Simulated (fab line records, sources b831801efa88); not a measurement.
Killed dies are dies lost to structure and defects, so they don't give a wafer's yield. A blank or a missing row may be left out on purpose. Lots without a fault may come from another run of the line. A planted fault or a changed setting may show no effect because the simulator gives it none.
Which tool did it? | flow gf180mcu | 12 lots, 36 wafers sampled, at 5 steps of a route of 602

WHAT THE GAUGES READ, wafer by wafer
GF_M3_CD_MEAS_14: target cd 280 nm.
lot  | measured     | on        | cd_nm (nm)
L506 | day 21 17:45 | cd_sem-02 | 279.4 279.2 280.3
L508 | day 22 11:10 | cd_sem-01 | 278.7 278.2 278.4
L509 | day 23 07:30 | cd_sem-02 | 281.3 280.1 281.4
L511 | day 24 04:23 | cd_sem-01 | 279.2 278.8 279.4
L512 | day 24 09:59 | cd_sem-01 | 280.2 279.4 280.0
L520 | day 27 01:47 | cd_sem-02 | 279.5 279.8 279.3
L522 | day 27 06:52 | cd_sem-01 | 281.7 280.1 280.3
L523 | day 27 14:07 | cd_sem-02 | 279.0 280.0 279.2
L524 | day 27 22:39 | cd_sem-02 | 280.8 279.8 279.7
L526 | day 28 07:43 | cd_sem-02 | 279.6 279.4 279.7
L527 | day 28 13:10 | cd_sem-02 | 279.3 279.5 279.9
L528 | day 28 18:16 | cd_sem-02 | 282.2 282.5 282.1

GF_M3_OVL_MEAS_15.
lot  | measured     | on         | M3_OVL (nm)
L506 | day 21 17:50 | overlay-02 | 6 -18 1
L508 | day 22 11:17 | overlay-02 | -6 -7 -2
L509 | day 23 07:36 | overlay-02 | -4 2 2
L511 | day 24 04:30 | overlay-02 | 18 1 8
L512 | day 24 10:05 | overlay-02 | -1 2 4
L520 | day 27 01:54 | overlay-02 | -5 -6 -3
L522 | day 27 06:56 | overlay-02 | 2 5 8
L523 | day 27 14:14 | overlay-02 | 5 13 12
L524 | day 27 22:44 | overlay-02 | 11 8 11
L526 | day 28 07:50 | overlay-02 | 12 4 10
L527 | day 28 13:17 | overlay-02 | 6 10 12
L528 | day 28 18:23 | overlay-01 | -3 -1 -8

GF_V3_CD_MEAS_14: target cd 260 nm.
lot  | measured     | on        | cd_nm (nm)
L506 | day 22 18:52 | cd_sem-02 | 259.8 259.8 259.9
L508 | day 23 11:41 | cd_sem-02 | 260.6 261.1 260.5
L509 | day 24 07:30 | cd_sem-02 | 257.6 258.0 257.2
L511 | day 25 04:37 | cd_sem-01 | 275.1 274.5 274.6
L512 | day 25 08:28 | cd_sem-01 | 274.9 275.2 273.8
L520 | day 27 23:17 | cd_sem-02 | 259.8 259.0 258.6
L522 | day 28 04:53 | cd_sem-02 | 259.7 259.0 258.5
L523 | day 28 11:01 | cd_sem-02 | 258.9 259.9 259.8
L524 | day 28 18:41 | cd_sem-01 | 260.3 259.7 260.5
L526 | day 29 04:37 | cd_sem-01 | 260.5 261.8 260.2
L527 | day 29 09:19 | cd_sem-01 | 261.8 260.3 262.0
L528 | day 29 14:51 | cd_sem-01 | 259.3 259.5 259.3

WHICH TOOL RAN EACH LOT (tool, then ch and the chambers of the sampled wafers, then the start)
lot  | GF_M3_METAL_ETCH_16               | GF_V3_SOFTBAKE_10
L506 | rie_metal-03 ch 0,1, day 21 17:54 | litho_track-04 ch 0, day 22 07:00
L508 | rie_metal-04 ch 0,1, day 22 11:20 | litho_track-02 ch 0, day 23 00:00
L509 | rie_metal-01 ch 0,1, day 23 07:38 | litho_track-01 ch 0, day 23 20:00
L511 | rie_metal-01 ch 0,1, day 24 04:32 | litho_track-02 ch 0, day 24 17:00
L512 | rie_metal-03 ch 0, day 24 10:11   | litho_track-02 ch 0, day 24 21:00
L520 | rie_metal-01 ch 0,1, day 27 01:56 | litho_track-01 ch 0, day 27 13:00
L522 | rie_metal-01 ch 0,1, day 27 06:59 | litho_track-01 ch 0, day 27 18:00
L523 | rie_metal-03 ch 0,1, day 27 14:16 | litho_track-04 ch 0, day 28 01:00
L524 | rie_metal-04 ch 0,1, day 27 22:48 | litho_track-04 ch 0, day 28 09:00
L526 | rie_metal-01 ch 1, day 28 07:55   | litho_track-02 ch 0, day 28 19:00
L527 | rie_metal-03 ch 0,1, day 28 13:19 | litho_track-01 ch 0, day 29 00:00
L528 | rie_metal-03 ch 0,1, day 28 18:26 | litho_track-02 ch 0, day 29 05:00
- GF_M3_METAL_ETCH_16: etches the open film in Cl2/BCl3, stops on SiO2, target depth 627.5 nm, time 104.6 s.
- GF_V3_SOFTBAKE_10: time 60 s.

WHAT THE TOOLS THEMSELVES READ (means of the sampled wafers that have a number; where no wafer has one, the mark that the record gives instead)
GF_M3_METAL_ETCH_16.
lot  | tool         | drypump_motor_current_A (A) | he_backside_leak_sccm (sccm) | oes_product_au (a.u.) | throttle_valve_pct (%)
L506 | rie_metal-03 | 5.4                         | 3.32                         | 0.973                 | 28.243
L508 | rie_metal-04 | 5.2                         | 3.39                         | 0.976                 | 28.252
L509 | rie_metal-01 | 5.9                         | 3.28                         | 0.975                 | 28.252
L511 | rie_metal-01 | 6.0                         | 3.21                         | 0.972                 | 28.257
L512 | rie_metal-03 | 5.6                         | 3.33                         | 0.977                 | 28.245
L520 | rie_metal-01 | 6.0                         | 3.23                         | 0.977                 | 28.255
L522 | rie_metal-01 | 6.0                         | 3.11                         | 0.970                 | 28.246
L523 | rie_metal-03 | 5.4                         | 3.37                         | 0.975                 | 28.242
L524 | rie_metal-04 | 5.2                         | 3.51                         | 0.980                 | 28.243
L526 | rie_metal-01 | 5.7                         | 3.27                         | 0.972                 | 28.254
L527 | rie_metal-03 | 5.4                         | 3.22                         | 0.986                 | 28.240
L528 | rie_metal-03 | 5.4                         | 3.21                         | 0.985                 | 28.244

GF_V3_SOFTBAKE_10.
lot  | tool           | heater_power_total_W (W) | plate_temp_C (C)
L506 | litho_track-04 | 93.13                    | 130.03
L508 | litho_track-02 | 93.06                    | 130.17
L509 | litho_track-01 | 93.05                    | 129.99
L511 | litho_track-02 | 97.21                    | 134.44
L512 | litho_track-02 | 97.23                    | 134.44
L520 | litho_track-01 | 93.10                    | 130.06
L522 | litho_track-01 | 93.04                    | 130.16
L523 | litho_track-04 | 93.04                    | 130.02
L524 | litho_track-04 | 93.05                    | 130.04
L526 | litho_track-02 | 93.03                    | 130.06
L527 | litho_track-01 | 93.08                    | 130.06
L528 | litho_track-02 | 93.01                    | 130.12

THE ANSWER, worked out from the rows above alone
Rule: what is usual is taken from the lots themselves. Put in order of their means at a reading, lots are off if they are a third of the lots or fewer, leave a main group of 4 or more, and stand apart from it by a gap of 3 or more times the standard deviation of the main group's means; of several such gaps the widest counts. A main group whose means are all the same, to the digits that the tables above print for the reading, isn't used. A lot without any number at a reading at which 4 lots or more have one is off too. The other lots that the step has rows for count as sound. The gauges are gone through in route order, then the tools' own readings, and for those a lot's mean is taken as printed above. The first step at which some lot is off is used, and at that step the reading that is off furthest; a lot without a number counts as furthest.
Off: L511, L512, at GF_V3_CD_MEAS_14 (cd_nm). The main group: mean 259.8 nm, standard deviation 1.
A tool fits if, at a process step before that reading, it ran every lot that is off, and no sound lot after the first of them. The gauges at GF_V3_CD_MEAS_14 aren't tried: what is off there is off at GF_V3_SOFTBAKE_10 too, on other tools, and a gauge's error can't cause that. None of those tried fits.

WHAT THE SIMULATOR HAD PUT IN
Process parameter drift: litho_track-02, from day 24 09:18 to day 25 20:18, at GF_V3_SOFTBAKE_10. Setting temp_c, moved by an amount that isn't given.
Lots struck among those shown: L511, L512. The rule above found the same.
